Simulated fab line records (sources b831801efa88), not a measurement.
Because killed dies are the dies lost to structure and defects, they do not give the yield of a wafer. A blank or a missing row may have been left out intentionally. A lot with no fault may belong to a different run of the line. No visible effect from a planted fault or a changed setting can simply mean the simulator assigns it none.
Which tool did it? + flow sky130 + Sampling: 14 lots, 42 wafers, 5 of 708 route steps

WHAT THE GAUGES SHOWED, per wafer
SKY_SONOS_TUNNEL_TW_MEAS_12. Usual: for SONOS_TUNNEL_TW the level is 197.1 and the standard deviation is 1.9.
| lot  | measured     | on           | SONOS_TUNNEL_TW   | flag |
|------|--------------|--------------|-------------------|------|
| L196 | day 9 09:50  | filmMetro-03 | 200.7 199.8 199.0 |      |
| L198 | day 9 20:53  | filmMetro-03 | 199.7 199.3 200.3 |      |
| L199 | day 10 02:41 | filmMetro-02 | 194.8 194.5 195.3 |      |
| L200 | day 10 09:08 | filmMetro-02 | 195.3 194.5 193.9 |      |
| L202 | day 10 19:14 | filmMetro-04 | 195.5 194.9 194.6 |      |
| L203 | day 11 01:23 | filmMetro-02 | 197.7 196.5 196.3 |      |
| L204 | day 11 12:19 | filmMetro-03 | 30.4 30.2 30.2    | OFF  |
| L205 | day 11 15:37 | filmMetro-02 | 29.9 29.7 29.8    | OFF  |
| L206 | day 11 17:38 | filmMetro-02 | 196.2 196.3 196.6 |      |
| L209 | day 12 16:11 | filmMetro-04 | 197.1 197.1 196.4 |      |
| L216 | day 22 17:07 | filmMetro-04 | 195.4 196.4 196.1 |      |
| L215 | day 22 17:31 | filmMetro-03 | 200.1 199.2 199.0 |      |
| L217 | day 22 17:52 | filmMetro-03 | 199.5 200.4 199.2 |      |
| L218 | day 22 17:50 | filmMetro-02 | 196.8 194.8 196.0 |      |

SKY_LOCAL_INTERCONNECT_RS_MEAS_01: uses a four-point probe to measure. Usual: for LOCAL_INTERCONNECT_TIN_RS the level is 14.06 ohm/sq and the standard deviation is 0.14.
| lot  | measured     | on           | LOCAL_INTERCONNECT_TIN_RS (ohm/sq) | flag |
|------|--------------|--------------|------------------------------------|------|
| L196 | day 26 22:22 | filmMetro-04 | 14.10 14.11 14.11                  |      |
| L198 | day 26 23:19 | filmMetro-04 | 14.03 14.03 14.00                  |      |
| L199 | day 27 01:11 | filmMetro-04 | 13.94 13.94 13.98                  |      |
| L200 | day 27 16:40 | filmMetro-02 | 13.89 14.11 13.93                  |      |
| L202 | day 28 01:50 | filmMetro-02 | 14.13 13.94 13.97                  |      |
| L203 | day 28 16:39 | filmMetro-04 | 13.95 13.84 13.88                  |      |
| L206 | day 29 04:19 | filmMetro-02 | 13.98 14.03 14.00                  |      |
| L209 | day 30 05:13 | filmMetro-03 | 13.99 13.94 14.11                  |      |
| L216 | day 39 13:17 | filmMetro-03 | 14.26 14.45 14.23                  |      |
| L215 | day 39 19:13 | filmMetro-04 | 14.14 14.06 14.10                  |      |
| L217 | day 39 19:50 | filmMetro-04 | 14.29 14.22 14.15                  |      |
| L218 | day 39 20:52 | filmMetro-04 | 13.92 14.12 14.02                  |      |

TOOL THAT RAN EACH LOT (tool first, then ch and the chambers of the sampled wafers, then the start)
| lot  | SKY_SONOS_TUNNEL_IMPLANT_09     | SKY_POLY_GATE_ETCH_15             | SKY_POLY_CUT_ETCH_10              |
|------|---------------------------------|-----------------------------------|-----------------------------------|
| L196 | implanter-03 ch 0, day 9 09:25  | rieDiel-03 ch 1,2,3, day 13 23:46 | rieDiel-03 ch 0,2,3, day 21 23:01 |
| L198 | implanter-02 ch 0, day 9 20:28  | rieDiel-01 ch 0,1, day 14 09:19   | rieDiel-02 ch 0,1, day 21 23:38   |
| L199 | implanter-03 ch 0, day 10 02:16 | rieDiel-03 ch 2,3, day 14 20:13   | rieDiel-04 ch 0,1,3, day 22 03:05 |
| L200 | implanter-02 ch 0, day 10 08:44 | rieDiel-03 ch 0,1, day 15 04:17   | rieDiel-04 ch 0,1,2, day 22 16:58 |
| L202 | implanter-01 ch 0, day 10 18:49 | rieDiel-01 ch 0,2,3, day 15 15:11 | rieDiel-02 ch 1,2,3, day 23 05:14 |
| L203 | implanter-01 ch 0, day 11 00:59 | rieDiel-01 ch 1,2,3, day 16 04:49 | rieDiel-02 ch 0,1,2, day 23 20:04 |
| L204 | implanter-02, day 11 11:55      | -                                 | -                                 |
| L205 | implanter-03, day 11 15:13      | -                                 | -                                 |
| L206 | implanter-02 ch 0, day 11 17:04 | rieDiel-01 ch 2,3, day 16 19:58   | rieDiel-03 ch 1,2, day 24 08:59   |
| L209 | implanter-01 ch 0, day 12 15:44 | rieDiel-02 ch 0,2,3, day 17 15:19 | rieDiel-04 ch 1,2,3, day 25 06:38 |
| L216 | implanter-03 ch 0, day 22 16:38 | rieDiel-03 ch 0,1, day 27 20:25   | rieDiel-04 ch 0,1,3, day 35 00:17 |
| L215 | implanter-02 ch 0, day 22 17:07 | rieDiel-03 ch 0,1,3, day 27 23:01 | rieDiel-04 ch 1,3, day 35 05:05   |
| L217 | implanter-03 ch 0, day 22 17:14 | rieDiel-02 ch 1,2,3, day 27 23:16 | rieDiel-03 ch 0,1,2, day 35 06:53 |
| L218 | implanter-02 ch 0, day 22 17:25 | rieDiel-03 ch 1,3, day 28 00:32   | rieDiel-02 ch 0,1,3, day 35 07:47 |
- SKY_SONOS_TUNNEL_IMPLANT_09
- SKY_POLY_GATE_ETCH_15: etches BARC in N2/H2, stops on SiO2, time 118.5 s, target depth 110 nm.
- SKY_POLY_CUT_ETCH_10: etches BARC in N2/H2, stops on SiO2, time 45.9 s, target depth 60 nm.

WHAT THE TOOLS THEMSELVES READ (means of the sampled wafers that have a number; where no wafer has one, the mark that the record gives instead)
SKY_SONOS_TUNNEL_IMPLANT_09. Usual: beamEnergyKeV 19.998, standard deviation 0.0054; beamOnS 10.00 s, standard deviation 0.21.
| lot  | tool         | beamEnergyKeV | beamOnS (s) | flag |
|------|--------------|---------------|-------------|------|
| L196 | implanter-03 | 19.994        | 10.05       |      |
| L198 | implanter-02 | 20.000        | 9.92        |      |
| L199 | implanter-03 | 19.994        | 9.94        |      |
| L200 | implanter-02 | 20.001        | 9.91        |      |
| L202 | implanter-01 | 19.989        | 10.03       |      |
| L203 | implanter-01 | 19.997        | 10.13       |      |
| L204 | implanter-02 | -             | -           | OFF  |
| L205 | implanter-03 | -             | -           | OFF  |
| L206 | implanter-02 | 20.001        | 10.01       |      |
| L209 | implanter-01 | 19.998        | 10.03       |      |
| L216 | implanter-03 | 19.994        | 9.93        |      |
| L215 | implanter-02 | 20.002        | 10.06       |      |
| L217 | implanter-03 | 19.999        | 10.01       |      |
| L218 | implanter-02 | 19.999        | 9.83        |      |

SKY_POLY_GATE_ETCH_15. Usual: drypumpMotorCurrentA 5.7 A, standard deviation 0.75; oesProductAu 0.717 a.u., standard deviation 0.0045; rfFwdPowerW 497.3 W, standard deviation 1.6; throttleValvePct 13.213 %, standard deviation 0.009.
| lot  | tool       | drypumpMotorCurrentA (A) | oesProductAu (a.u.) | rfFwdPowerW (W) | throttleValvePct (%) | flag |
|------|------------|--------------------------|---------------------|-----------------|----------------------|------|
| L196 | rieDiel-03 | 5.4                      | 0.714               | 497.4           | 13.206               |      |
| L198 | rieDiel-01 | 5.9                      | 0.717               | 497.3           | 13.206               |      |
| L199 | rieDiel-03 | 5.6                      | 0.716               | 497.4           | 13.223               |      |
| L200 | rieDiel-03 | 5.0                      | 0.719               | 498.3           | 13.214               |      |
| L202 | rieDiel-01 | 5.5                      | 0.713               | 496.5           | 13.208               |      |
| L203 | rieDiel-01 | 5.8                      | 0.717               | 496.2           | 13.215               |      |
| L206 | rieDiel-01 | 5.2                      | 0.716               | 499.0           | 13.216               |      |
| L209 | rieDiel-02 | 6.6                      | 0.720               | 496.2           | 13.208               |      |
| L216 | rieDiel-03 | 5.0                      | 0.718               | 497.5           | 13.215               |      |
| L215 | rieDiel-03 | 5.4                      | 0.719               | 497.5           | 13.211               |      |
| L217 | rieDiel-02 | 6.1                      | 0.715               | 496.4           | 13.212               |      |
| L218 | rieDiel-03 | 5.6                      | 0.715               | 496.6           | 13.217               |      |

SKY_POLY_CUT_ETCH_10. Usual: drypumpMotorCurrentA 5.8 A, standard deviation 0.68; oesProductAu 0.855 a.u., standard deviation 0.0049; rfFwdPowerW 494.5 W, standard deviation 1.7; throttleValvePct 13.225 %, standard deviation 0.0088.
| lot  | tool       | drypumpMotorCurrentA (A) | oesProductAu (a.u.) | rfFwdPowerW (W) | throttleValvePct (%) | flag |
|------|------------|--------------------------|---------------------|-----------------|----------------------|------|
| L196 | rieDiel-03 | 5.2                      | 0.855               | 494.8           | 13.222               |      |
| L198 | rieDiel-02 | 5.7                      | 0.854               | 494.6           | 13.226               |      |
| L199 | rieDiel-04 | 6.2                      | 0.854               | 493.9           | 13.229               |      |
| L200 | rieDiel-04 | 6.0                      | 0.851               | 493.3           | 13.225               |      |
| L202 | rieDiel-02 | 6.1                      | 0.850               | 494.3           | 13.222               |      |
| L203 | rieDiel-02 | 6.1                      | 0.853               | 493.7           | 13.222               |      |
| L206 | rieDiel-03 | 5.2                      | 0.854               | 493.2           | 13.221               |      |
| L209 | rieDiel-04 | 5.8                      | 0.858               | 496.2           | 13.226               |      |
| L216 | rieDiel-04 | 6.2                      | 0.850               | 494.4           | 13.227               |      |
| L215 | rieDiel-04 | 6.0                      | 0.852               | 494.8           | 13.228               |      |
| L217 | rieDiel-03 | 5.0                      | 0.860               | 495.6           | 13.224               |      |
| L218 | rieDiel-02 | 6.2                      | 0.858               | 495.0           | 13.223               |      |

THE ANSWER, worked out from the rows above alone
Rule: lot off if the mean of its wafers having a number is beyond 3 standard deviations from the usual mean. Also off: a lot with no number at a reading for which 4 or more lots have one. The other lots that the step has rows for count as sound. First the gauges in route order, then the tools' own readings, where a lot's mean is used as printed above. The first step at which some lot is off is used, and at that step the reading that is off furthest; a lot without a number counts as furthest.
Off: at SKY_SONOS_TUNNEL_TW_MEAS_12 (SONOS_TUNNEL_TW), L204, L205.
A tool fits if, at a process step before that reading, it ran every lot that is off, and no sound lot after the first of them. Not tried: the gauges at SKY_SONOS_TUNNEL_TW_MEAS_12; whatever is off there is also off at SKY_SONOS_TUNNEL_IMPLANT_09, on other tools, and gauge error can't account for it. No candidate that was tried fits.

WHAT THE SIMULATOR HAD INSERTED
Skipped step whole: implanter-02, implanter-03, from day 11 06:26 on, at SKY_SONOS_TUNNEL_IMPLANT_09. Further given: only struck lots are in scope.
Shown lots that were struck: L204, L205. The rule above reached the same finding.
